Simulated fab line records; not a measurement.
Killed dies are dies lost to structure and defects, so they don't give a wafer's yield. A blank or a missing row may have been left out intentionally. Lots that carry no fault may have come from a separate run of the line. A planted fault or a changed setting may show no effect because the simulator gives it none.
A lot that was struck, set against a sound lot    flow sky130    26 steps out of a route of 708
Sound: these wafers, L513.1, L513.5, L513.6. Struck: wafer L514.4 (left out: L514.2, L514.6 of the same lot, which were not struck); the cause appears at the end.
For every step that has rows: the tool of each side, followed by ch and its chambers, followed by its first start. Under that, the readings that differ: sound wafers    struck wafers    difference of the means    sigmas: that difference in standard deviations of wafers without a fault.
alike: a reading whose means differ by less than 2 such deviations, as well as words and numbers matching on both sides. not compared: withheld readings; readings where some wafer has no value; bounds like >300 that might hide an equal value; numbers whose values overlap and for which the record gives no deviation.
A row with sigmas, a row that says differs or no value, or rows on one side alone: a step with any of these is where the two part. Non-overlapping numbers with no deviation appear without sigmas and do not part them. A reading that every wafer of one side lacks parts them only if that side has two wafers or more.

first, 3 steps without rows for these wafers: SKY_CAPM_EXPOSE_09 (exposes mask CAPM, target cd 1000 nm); SKY_CAPM_PEB_10; SKY_CAPM_DEVELOP_11 (develop time 60 s).
SKY_CAPM_OVL_MEAS_12:
  sound on overlay-02 at day 41 10:17; struck on overlay-02 at day 41 13:10
  alike: CAPM_OVL
SKY_CAPM_METAL_ETCH_13: etches TiN in Cl2/BCl3, stops on SiO2, target depth 220 nm, time 62.9 s.
  sound on rieMetal-01 ch 0,1, day 41 10:20; struck on rieMetal-01 ch 1, day 41 13:11
  alike: drypumpMotorCurrentA, oesProductAu, throttleValvePct
  not compared: rfHoursCounterH
SKY_CAPM_STRIP_14: strips in O2/N2.
  sound on plasmaAsher-02 ch 0,1, day 41 10:24; struck on plasmaAsher-03 ch 0, day 41 13:16
  alike: drypumpMotorCurrentA, oesProductAu, stripTimeToEndpointS
  not compared: rfHoursCounterH
then, 6 steps without rows for these wafers: SKY_CAPM_STRIP_15 (strips in post etch residue remover, time 1200 s); SKY_CAPM_CLEAN_16 (cleans in IPA, time 180 s); SKY_CAPM_CLEAN_17 (cleans in O3/DIW); SKY_METAL3_DEHYDRATE_05 (time 60 s); SKY_METAL3_HMDS_06 (prime time 60 s); SKY_METAL3_COAT_07 (resist thk 60 nm).
SKY_METAL3_COAT_08: resist thk 1140 nm.
  sound on lithoTrack-01 ch 0, day 41 22:00; struck on lithoTrack-02 ch 0, day 42 01:00
reading                                       sound              struck  difference  sigmas
chillPlateTempC (C)                           23.16 23.23 23.29  22.86   -0.37       -3
model.KrF-thick_of_METAL3_COAT_08.thkNm (nm)  1141 1142 1144     1190    +48         
  alike: dispensePressureKPa
then, 4 steps without rows for these wafers: SKY_METAL3_SOFTBAKE_09 (time 90 s); SKY_METAL3_EXPOSE_10 (exposes mask MM3, target cd 300 nm); SKY_METAL3_PEB_11; SKY_METAL3_DEVELOP_12 (develop time 60 s).
SKY_METAL3_CD_MEAS_13: the cd target is 300 nm.
  sound on cdSem-01 at day 42 10:35; struck on cdSem-01 at day 42 12:46
  alike: cdNm
SKY_METAL3_OVL_MEAS_14:
  sound on overlay-02 at day 42 10:43; struck on overlay-02 at day 42 12:53
  alike: METAL3_OVL
SKY_METAL3_DESCUM_15: chemistry O2, time 8 s.
  sound on rieMetal-03 ch 0, day 42 10:45; struck on rieMetal-01 ch 1, day 42 12:55
  alike: drypumpMotorCurrentA, oesProductAu, tempC
  not compared: rfHoursCounterH
SKY_METAL3_ETCH_16: etches BARC in N2/H2, stops on SiO2, time 88.2 s, target depth 60 nm.
  sound on rieMetal-03 ch 0, day 42 10:49; struck on rieMetal-01 ch 1, day 42 12:56
  alike: drypumpMotorCurrentA, oesProductAu, throttleValvePct
  not compared: rfHoursCounterH
SKY_METAL3_ETCH_17: etches SiO2 in C4F8/O2/Ar, stops on TiN, time 3.9 s, target depth 15 nm.
  sound on rieDiel-03 ch 0,1,2, day 42 11:01; struck on rieDiel-03 ch 0, day 42 13:02
  alike: oesProductAu
  not compared: rfHoursCounterH
SKY_METAL3_METAL_ETCH_18: etches the open film in Cl2/BCl3, stops on SiO2, target depth 845 nm, time 183.1 s.
  sound on rieMetal-01 ch 0,1, day 42 11:02; struck on rieMetal-04 ch 0, day 42 13:04
reading                                       sound                 struck  difference  sigmas
throttleValvePct (%)                          22.268 22.271 22.257  22.248  -0.017      -2
model.KrF-thick_of_METAL3_COAT_08.thkNm (nm)  524 518.1 531.1       584.8   +60.4       
  alike: drypumpMotorCurrentA, oesProductAu
  not compared: rfHoursCounterH
SKY_METAL3_STRIP_19: strips in O2/N2.
  sound on plasmaAsher-03 ch 0,1, day 42 11:12; struck on plasmaAsher-03 ch 1, day 42 13:14
reading                   sound              struck  difference  sigmas
oesProductAu (a.u.)       0.495 0.502 0.499  0.527   +0.028      +5
stripTimeToEndpointS (s)  6.51 6.45 6.56     7.11    +0.60       +8
  alike: drypumpMotorCurrentA
  not compared: rfHoursCounterH
then, 2 steps without rows for these wafers: SKY_METAL3_STRIP_20 (strips in post etch residue remover, time 1200 s); SKY_PAD_OPEN_PROBE_99.

== WHERE THEY PART ==
First at SKY_METAL3_COAT_08; last, within this record, at SKY_METAL3_STRIP_19.

WHY: whatever the simulator had introduced
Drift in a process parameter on lithoTrack-02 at SKY_METAL3_COAT_08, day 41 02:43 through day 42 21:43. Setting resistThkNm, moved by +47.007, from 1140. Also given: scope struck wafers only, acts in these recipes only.
